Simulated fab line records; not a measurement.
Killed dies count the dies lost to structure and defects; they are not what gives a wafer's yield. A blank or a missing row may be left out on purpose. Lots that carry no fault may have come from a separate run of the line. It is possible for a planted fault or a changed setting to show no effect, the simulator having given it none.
Comparing a struck lot with a sound one | flow sky130 | 17 out of 708 route steps
Sound: the wafers L877.1, L877.5, L877.6. Wafers L868.2, L868.4, L868.5 were the ones struck. At the end, the cause is stated.
Each step with rows lists, per side, the tool, then ch with its chambers, then its first start. Under that, the readings that differ: sound wafers | struck wafers | difference of the means | sigmas: that difference in standard deviations of wafers without a fault.
alike: readings whose means differ by less than 2 such deviations, and words and numbers that are the same on both sides. not compared: withheld readings, readings that some wafer has no value for, bounds like >300 that may hide the same value, and numbers for which the record gives no deviation and whose values overlap.
Wherever a step has rows on one side only, a row that says differs or no value, or a row with sigmas, the two part there. Numbers that don't overlap but have no deviation are shown without sigmas and don't part them. A reading missing from all wafers of one side parts the sides only when that side holds two or more wafers.

first, 1 step without rows for these wafers: SKY_LDD_N_IMPLANT_15.
SKY_LDD_N_STRIP_16: strips in O2/N2.
  sound on plasma asher-02 ch 0,1, day 23 18:22; struck on plasma asher-03 ch 0, day 20 13:23
  alike: drypump motor current A, oes product au, strip time to endpoint s
  not compared: rf hours counter h
SKY_LDD_N_TW_MEAS_17:
  sound on film metro-04 at day 23 18:28; struck on film metro-04 at day 20 13:30
  alike: LDD_N_TW
then, 7 steps without rows for these wafers: SKY_LDD_P_DEHYDRATE_00 (time 60 s); SKY_LDD_P_HMDS_01 (prime time 60 s); SKY_LDD_P_COAT_02 (resist thk 1140 nm); SKY_LDD_P_SOFTBAKE_03 (time 60 s); SKY_LDD_P_EXPOSE_04 (exposes mask PSDM, target cd 380 nm); SKY_LDD_P_PEB_05; SKY_LDD_P_DEVELOP_06 (develop time 60 s).
SKY_LDD_P_CD_MEAS_07: target cd 380 nm.
  sound on cd sem-01 at day 25 00:02; struck on cd sem-01 at day 21 20:14
  alike: cd nm
SKY_LDD_P_OVL_MEAS_08:
  sound on overlay-01 at day 25 00:09; struck on overlay-02 at day 21 20:21
  alike: LDD_P_OVL
SKY_LDD_P_IMPLANT_09:
  sound on implanter-02 ch 0, day 25 00:11; struck on implanter-03 ch 0, day 21 20:24
  alike: beam energy keV, end station pressure torr
SKY_LDD_P_STRIP_10: strips in O2/N2.
  sound on plasma asher-02 ch 0,1, day 25 00:20; struck on plasma asher-02 ch 0,1, day 21 20:32
  reading                      | sound             | struck            | difference | sigmas
  strip time to endpoint s (s) | 14.14 14.15 14.16 | 14.25 14.24 14.23 | +0.09      | +2
  alike: drypump motor current A, oes product au
  not compared: rf hours counter h
SKY_LDD_P_TW_MEAS_11:
  sound on film metro-02 at day 25 00:26; struck on film metro-02 at day 21 20:38
  reading  | sound             | struck            | difference | sigmas
  LDD_P_TW | 638.0 637.6 633.2 | 576.9 574.5 576.8 | -60.2      | -21
then, 1 step without rows for these wafers: SKY_LDD_HVN_DEHYDRATE_00 (time 60 s).
-- a jump in the record: the struck wafers' starts before and after are 26 days apart (it breaks off in module LDD_HVN and resumes in module PAD_OPEN, where the first step shown is number 708 of the route) --
SKY_PAD_OPEN_PROBE_99:
  sound on prober-01 at day 50 01:38; struck on prober-02 at day 48 00:41
  reading                                     | sound                   | struck                        | difference | sigmas
  killed_at_M0_to_M3                          | 45 27 36                | 53 55 45                      | +15        | +2
  model.etest.tip p.rs ohm sq range           | 233.5 117.5 177.6       | 4062 4277 4349                | +4053      |
  model.etest.tip p.rs ohm sq                 | 6932 6928 6972          | 1.084e+04 1.086e+04 1.077e+04 | +3.879e+03 |
  model.etest.tip p.rs ohm sq rim less centre | 62.99 -11.64 88.72      | -1887 -1788 -1942             | -1919      |
  model.etest.pfet_01v8.r on ohm um           | 2906 2912 2854          | 2978 3013 3042                | +120       |
  model.etest.pfet_01v8.drive ua um           | 187.6 191.6 194.5       | 187.1 182.2 179.6             | -8.3       |
  model.etest.pfet_01v8.drive ua um range     | 4.704 6.75 6.115        | 14.07 13.32 10.81             | +6.88      |
  model.etest.pfet_01v8.off log10 a um        | -10.19 -10.1 -10.02     | -10.3 -10.46 -10.34           | -0.3       |
  model.etest.pfet_01v8.vt sat v (V)          | -0.6078 -0.6014 -0.6028 | -0.6455 -0.6504 -0.6478       | -0.0439    |
  alike: killed_at_M4_up, killed at contacts, killed at front end, killed at other, killed dies, killed open, killed short

== WHERE THEY PART ==
Last at SKY_PAD_OPEN_PROBE_99 as far as this record goes, first at SKY_LDD_P_STRIP_10.

WHY: the cause the simulator had injected
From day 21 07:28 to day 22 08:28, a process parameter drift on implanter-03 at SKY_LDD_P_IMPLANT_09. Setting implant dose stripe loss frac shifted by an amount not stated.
